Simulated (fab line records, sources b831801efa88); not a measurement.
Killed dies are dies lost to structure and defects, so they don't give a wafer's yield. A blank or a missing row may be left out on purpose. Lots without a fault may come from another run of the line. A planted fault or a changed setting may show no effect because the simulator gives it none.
Tool commonality check | flow sky130 | 13 lots, 39 wafers sampled

WHY IT WAS OPENED
At SKY_VT_ADJUST_LVTN_TW_MEAS_21 the reading VT_ADJUST_LVTN_2_TW is flagged on 1 of 13 lots. Wafers without a fault read 188.9, standard deviation 1.5.
Rule: a lot is flagged when every wafer of it that has a number lies more than 4 standard deviations from that mean, or none has a number. The other lots count as sound.

lot  | measured     | on            | VT_ADJUST_LVTN_2_TW, wafer by wafer | flag
L820 | day 7 12:20  | film_metro-02 | 187.9 187.9 187.3                   |
L821 | day 7 18:02  | film_metro-03 | 189.8 189.5 189.5                   |
L822 | day 8 07:41  | film_metro-03 | 190.9 192.0 191.5                   |
L824 | day 8 15:37  | film_metro-04 | 30.2 30.1 30.2                      | FLAGGED
L828 | day 9 20:07  | film_metro-03 | 190.7 190.4 191.1                   |
L833 | day 11 12:03 | film_metro-03 | 189.6 190.1 189.6                   |
L835 | day 11 22:12 | film_metro-04 | 190.3 188.9 189.5                   |
L836 | day 12 07:40 | film_metro-02 | 187.6 187.1 187.0                   |
L837 | day 13 05:20 | film_metro-02 | 187.8 188.1 187.6                   |
L839 | day 13 09:29 | film_metro-02 | 187.2 188.4 187.2                   |
L841 | day 13 15:30 | film_metro-03 | 189.6 190.7 190.3                   |
L840 | day 13 15:48 | film_metro-03 | 190.5 189.9 190.4                   |
L842 | day 14 02:36 | film_metro-04 | 188.2 188.9 188.4                   |
The numbers of the flagged lots are 30.2 on average: -158.7 against the usual, or -99 or more standard deviations.

WHICH TOOL RAN EACH LOT
The record holds 2 process steps before the reading, out of a route of 708 steps. In each cell: the tool, then ch and the chambers that the sampled wafers went through, then the start.
lot  | flag    | SKY_FIELD_ISO_ETCH_15             | SKY_VT_ADJUST_LVTN_EXPOSE_15
L820 |         | rie_diel-04 ch 1,2, day 2 05:05   | iline_stepper-02 ch 0, day 7 01:58
L821 |         | rie_diel-02 ch 0,1,2, day 2 09:49 | iline_stepper-01 ch 0, day 7 08:14
L822 |         | rie_diel-02 ch 0,1,3, day 2 16:01 | iline_stepper-01 ch 0, day 7 21:30
L824 | FLAGGED | rie_diel-04 ch 0,1,3, day 3 00:59 | iline_stepper-02 ch 0, day 8 05:31
L828 |         | rie_diel-04 ch 0,1,3, day 3 21:25 | iline_stepper-02 ch 0, day 9 09:08
L833 |         | rie_diel-02 ch 2,3, day 5 02:01   | iline_stepper-01 ch 0, day 11 00:34
L835 |         | rie_diel-03 ch 0,2, day 5 09:56   | iline_stepper-02 ch 0, day 11 10:57
L836 |         | rie_diel-02 ch 0,2,3, day 5 15:38 | iline_stepper-01 ch 0, day 11 19:43
L837 |         | rie_diel-03 ch 0,1,2, day 5 23:26 | iline_stepper-01 ch 0, day 12 16:39
L839 |         | rie_diel-02 ch 0,1,3, day 6 07:19 | iline_stepper-01 ch 0, day 12 20:27
L841 |         | rie_diel-03 ch 0,3, day 6 17:01   | iline_stepper-01 ch 0, day 13 02:47
L840 |         | rie_diel-04 ch 1,2,3, day 6 14:26 | iline_stepper-02 ch 0, day 13 03:03
L842 |         | rie_diel-03 ch 0,1,2, day 7 03:20 | iline_stepper-01 ch 0, day 13 14:06
What these steps do:
- SKY_FIELD_ISO_ETCH_15: etches the open film in CHF3/O2, stops on Si, target depth 180 nm, time 72 s.
- SKY_VT_ADJUST_LVTN_EXPOSE_15: exposes mask HVN STD DERIVED, target cd 600 nm.
- SKY_VT_ADJUST_LVTN_TW_MEAS_21

FLAGGED OVER TOTAL, TOOL BY TOOL (the gauges that took the reading come last)
step                          | tool             | lots run | flagged | share of the flagged lots | sound lots run after its first flagged lot
SKY_FIELD_ISO_ETCH_15         | rie_diel-02      | 5        | 0       | none                      | -
SKY_FIELD_ISO_ETCH_15         | rie_diel-03      | 4        | 0       | none                      | -
SKY_FIELD_ISO_ETCH_15         | rie_diel-04      | 4        | 1       | all                       | 2 (L828,L840)
SKY_VT_ADJUST_LVTN_EXPOSE_15  | iline_stepper-01 | 8        | 0       | none                      | -
SKY_VT_ADJUST_LVTN_EXPOSE_15  | iline_stepper-02 | 5        | 1       | all                       | 3 (L828,L835,L840)
SKY_VT_ADJUST_LVTN_TW_MEAS_21 | film_metro-02    | 4        | 0       | none                      | -
SKY_VT_ADJUST_LVTN_TW_MEAS_21 | film_metro-03    | 6        | 0       | none                      | -
SKY_VT_ADJUST_LVTN_TW_MEAS_21 | film_metro-04    | 3        | 1       | all                       | 2 (L835,L842)

WHAT THE TABLE ALLOWS
3 rows of the table ran every flagged lot: rie_diel-04 at SKY_FIELD_ISO_ETCH_15, iline_stepper-02 at SKY_VT_ADJUST_LVTN_EXPOSE_15, film_metro-04 at SKY_VT_ADJUST_LVTN_TW_MEAS_21.
- rie_diel-04 at SKY_FIELD_ISO_ETCH_15: 1 of its 4 lots flagged. Sound lots ran on it after the first flagged one (L828, L840), which a lasting fault on the whole tool wouldn't allow.
- iline_stepper-02 at SKY_VT_ADJUST_LVTN_EXPOSE_15: 1 of its 5 lots flagged. Sound lots ran on it after the first flagged one (L828, L835, L840), which a lasting fault on the whole tool wouldn't allow.
- film_metro-04 at SKY_VT_ADJUST_LVTN_TW_MEAS_21: 1 of its 3 lots flagged. Sound lots ran on it after the first flagged one (L835, L842), which a lasting fault on the whole tool wouldn't allow.
No row of the table ran every flagged lot and no sound lot after the first.

WHAT THE SIMULATOR HAD PUT IN
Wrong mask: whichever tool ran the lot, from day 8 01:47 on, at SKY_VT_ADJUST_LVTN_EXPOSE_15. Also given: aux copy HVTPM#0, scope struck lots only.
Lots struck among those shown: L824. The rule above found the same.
